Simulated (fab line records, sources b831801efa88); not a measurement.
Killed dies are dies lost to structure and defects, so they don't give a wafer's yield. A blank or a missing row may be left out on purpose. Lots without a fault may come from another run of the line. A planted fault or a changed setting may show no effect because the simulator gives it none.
A struck lot beside a sound one | flow gf180mcu | 16 steps out of a route of 602
Sound: wafers L764.1, L764.3, L764.4. Struck: wafers L774.1, L774.5, L774.6. The cause comes at the end.
At each step with rows: each side's tool, then ch and its chambers, then its first start. Under that, the readings that differ: sound wafers | struck wafers | difference of the means | sigmas: that difference in standard deviations of wafers without a fault.
alike: readings whose means differ by less than 2 such deviations, and words and numbers that are the same on both sides. not compared: withheld readings, readings that some wafer has no value for, bounds like >300 that may hide the same value, and numbers for which the record gives no deviation and whose values overlap.
The two part at a step that has a row with sigmas, a row that says differs or no value, or rows on one side only. Numbers that don't overlap but have no deviation are shown without sigmas and don't part them. A reading that every wafer of one side lacks parts them only if that side has two wafers or more.

first, 1 step without rows for these wafers: GF_NSD_IMPLANT_10.
GF_NSD_STRIP_11: strips in O2/N2.
  sound on plasma_asher-02 ch 0,1, day 13 06:50; struck on plasma_asher-04 ch 0,1, day 16 18:14
  alike: drypump_motor_current_A, heater_power_w, oes_product_au, strip_time_to_endpoint_s
  not compared: rf_hours_counter_h
GF_NSD_TW_MEAS_12:
  sound on film_metro-03, day 13 06:56; struck on film_metro-03, day 16 18:20
  alike: NSD_TW
then, 7 steps without rows for these wafers: GF_PSD_DEHYDRATE_00 (time 60 s); GF_PSD_HMDS_01 (prime time 60 s); GF_PSD_COAT_02 (resist thk 1000 nm); GF_PSD_SOFTBAKE_03 (time 60 s); GF_PSD_EXPOSE_04 (exposes mask Pplus, target cd 400 nm); GF_PSD_PEB_05; GF_PSD_DEVELOP_06 (develop time 60 s).
GF_PSD_CD_MEAS_07: target cd 400 nm.
  sound on cd_sem-01, day 14 02:01; struck on cd_sem-01, day 17 17:17
  alike: cd_nm
GF_PSD_OVL_MEAS_08:
  sound on overlay-01, day 14 02:08; struck on overlay-02, day 17 17:25
  alike: PSD_OVL
GF_PSD_IMPLANT_09:
  sound on implanter-01 ch 0, day 14 02:10; struck on implanter-01 ch 0, day 17 17:27
  reading                          | sound                            | struck                        | difference | sigmas
  dose_ions_cm2                    | 1.5029e+15 1.4992e+15 1.5002e+15 | 3.126e+14 3.098e+14 3.086e+14 | -1.190e+15 | -99 or more
  end_station_pressure_torr (Torr) | 1.21e-05 1.1e-05 1.17e-05        | 6.1e-06 6.6e-06 6.7e-06       | -5.1e-06   | -9
  faraday_current_uA               | 8440 7995 8185                   | 1759 1784 1735                | -6447      | -43
  alike: beam_on_s
GF_PSD_STRIP_10: strips in O2/N2.
  sound on plasma_asher-02 ch 0,1, day 14 02:19; struck on plasma_asher-01 ch 0,1, day 17 17:36
  reading                      | sound             | struck            | difference | sigmas
  oes_product_au (a.u.)        | 0.586 0.594 0.601 | 0.700 0.714 0.701 | +0.111     | +25
  strip_time_to_endpoint_s (s) | 16.58 16.58 16.58 | 12.67 12.63 12.65 | -3.93      | -99 or more
  alike: drypump_motor_current_A, heater_power_w
  not compared: rf_hours_counter_h
GF_PSD_TW_MEAS_11:
  sound on film_metro-04, day 14 02:25; struck on film_metro-03, day 17 18:01
  reading | sound          | struck         | difference | sigmas
  PSD_TW  | 3242 3217 3216 | 2131 2151 2143 | -1083      | -47
  not compared: hold
GF_PASSIVATION_PROBE_99:
  the record has rows for the sound wafers here (prober-01, day 28 20:03) and none for the struck ones

WHERE THEY PART
First at GF_PSD_IMPLANT_09; last, within this record, at GF_PASSIVATION_PROBE_99.

WHY: what the simulator had put in
Process parameter drift: implanter-01, from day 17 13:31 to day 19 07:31, at GF_PSD_IMPLANT_09. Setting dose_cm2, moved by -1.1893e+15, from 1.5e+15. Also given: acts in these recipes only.
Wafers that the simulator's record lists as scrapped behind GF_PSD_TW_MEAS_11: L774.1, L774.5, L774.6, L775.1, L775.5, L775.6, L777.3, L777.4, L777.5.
